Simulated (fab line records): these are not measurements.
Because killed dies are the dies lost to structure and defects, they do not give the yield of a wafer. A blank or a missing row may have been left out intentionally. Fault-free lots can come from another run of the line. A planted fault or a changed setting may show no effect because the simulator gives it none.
A lot that was struck, set against a sound lot | flow gf180mcu | 20 out of 602 route steps
Sound: wafers L345.2, L345.5, L345.6. Struck: wafers L362.3, L362.4, L362.6. Last of all comes the cause.
Order at every step that has rows: each side's tool, ch and its chambers, its first start. Under that, the readings that differ: sound wafers | struck wafers | difference of the means | sigmas: that difference in standard deviations of wafers without a fault.
alike: words and numbers the same on both sides, and readings whose means are apart by under 2 such deviations; not compared: readings that were withheld, readings missing a value for some wafer, numbers with overlapping values and no deviation given by the record, and bounds like >300 which may hide the same value.
A row with sigmas, a row that says differs or no value, or rows on one side alone: a step with any of these is where the two part. Numbers that don't overlap but have no deviation are shown without sigmas and don't part them. Lack of a reading on every wafer of one side parts them only where that side has two or more wafers.

first, 3 steps without rows for these wafers: GF_MIM_EXPOSE_16 (exposes mask FuseTop, target cd 2000 nm); GF_MIM_PEB_17; GF_MIM_DEVELOP_18 (develop time 60 s).
GF_MIM_METAL_ETCH_19: etches the open film in Cl2/BCl3, stops on Si3N4, target depth 324.5 nm, time 54.1 s.
  sound on rie metal-02 ch 0,1, day 25 08:07; struck on rie metal-03 ch 0,1, day 30 10:55
  alike: drypump motor current A, oes product au, throttle valve pct
  not compared: rf hours counter h
GF_MIM_STRIP_20: strips in O2/N2.
  sound on plasma asher-04 ch 0,1, day 25 08:11; struck on plasma asher-04 ch 0,1, day 30 10:59
  alike: drypump motor current A, heater power w, oes product au, strip time to endpoint s
  not compared: rf hours counter h
then, 7 steps without rows for these wafers: GF_MIM_STRIP_21 (strips in post etch residue remover, time 1200 s); GF_MIM_CLEAN_22 (cleans in DIW); GF_M5_DEHYDRATE_00 (time 60 s); GF_M5_HMDS_01 (prime time 60 s); GF_M5_COAT_02 (resist thk 1000 nm); GF_M5_SOFTBAKE_03 (time 60 s); GF_M5_EXPOSE_04 (exposes mask Metal5, target cd 280 nm).
GF_M5_PEB_05: peb time 90 s.
  sound on litho track-01 ch 0, day 26 05:08; struck on litho track-04 ch 0, day 31 04:57
  reading                  | sound                | struck               | difference | sigmas
  heater power total W (W) | 85.59 85.62 85.79    | 94.52 94.30 94.51    | +8.78      | +99 or more
  plate temp C (C)         | 135.09 135.05 134.88 | 145.18 145.54 145.37 | +10.36     | +80
then, 1 step without rows for these wafers: GF_M5_DEVELOP_06 (develop time 60 s).
GF_M5_CD_MEAS_07: target cd 280 nm.
  struck on cd sem-02, day 31 05:17; sound on cd sem-01, day 26 05:28
  reading    | sound             | struck            | difference | sigmas
  cd nm (nm) | 283.8 282.7 282.3 | 261.6 262.3 260.9 | -21.3      | -18
GF_M5_OVL_MEAS_08:
  struck on overlay-02, day 31 05:22; sound on overlay-01, day 26 05:35
  alike: M5_OVL
GF_M5_ETCH_09: etches Si3N4 in CF4/O2, target depth 52 nm, time 11.6 s.
  sound on rie diel-03 ch 0,1,3, day 26 05:37; struck on rie diel-04 ch 0,1, day 31 05:23
  reading             | sound             | struck            | difference | sigmas
  model.M5.cd nm (nm) | 284.1 282.7 281.9 | 261.9 261.4 261.3 | -21.4      |
  alike: drypump motor current A, oes product au, throttle valve pct
  not compared: rf hours counter h
GF_M5_METAL_ETCH_10: etches the open film in Cl2/BCl3, stops on SiO2, target depth 750.8 nm, time 125.1 s.
  sound on rie metal-01 ch 0,1, day 26 05:38; struck on rie metal-01 ch 0,1, day 31 05:28
  reading             | sound             | struck        | difference | sigmas
  model.M5.cd nm (nm) | 283.5 283.7 282.2 | 262 262 263.6 | -21        |
  alike: drypump motor current A, oes product au, throttle valve pct
  not compared: rf hours counter h
GF_M5_STRIP_11: strips in O2/N2.
  sound on plasma asher-01 ch 0,1, day 26 05:48; struck on plasma asher-03 ch 0,1, day 31 05:35
  alike: drypump motor current A, heater power w, oes product au, strip time to endpoint s
  not compared: rf hours counter h
next, for these wafers, 1 step has no rows: GF_PASSIVATION_PROBE_99.

WHERE THEY PART
Last at GF_M5_CD_MEAS_07 as far as this record goes, first at GF_M5_PEB_05. Later steps at which nothing parts them and some readings are alike: GF_M5_OVL_MEAS_08, GF_M5_ETCH_09, GF_M5_METAL_ETCH_10, GF_M5_STRIP_11.

WHY: whatever the simulator had introduced
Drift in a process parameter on litho track-04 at GF_M5_PEB_05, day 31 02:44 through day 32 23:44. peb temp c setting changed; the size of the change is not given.
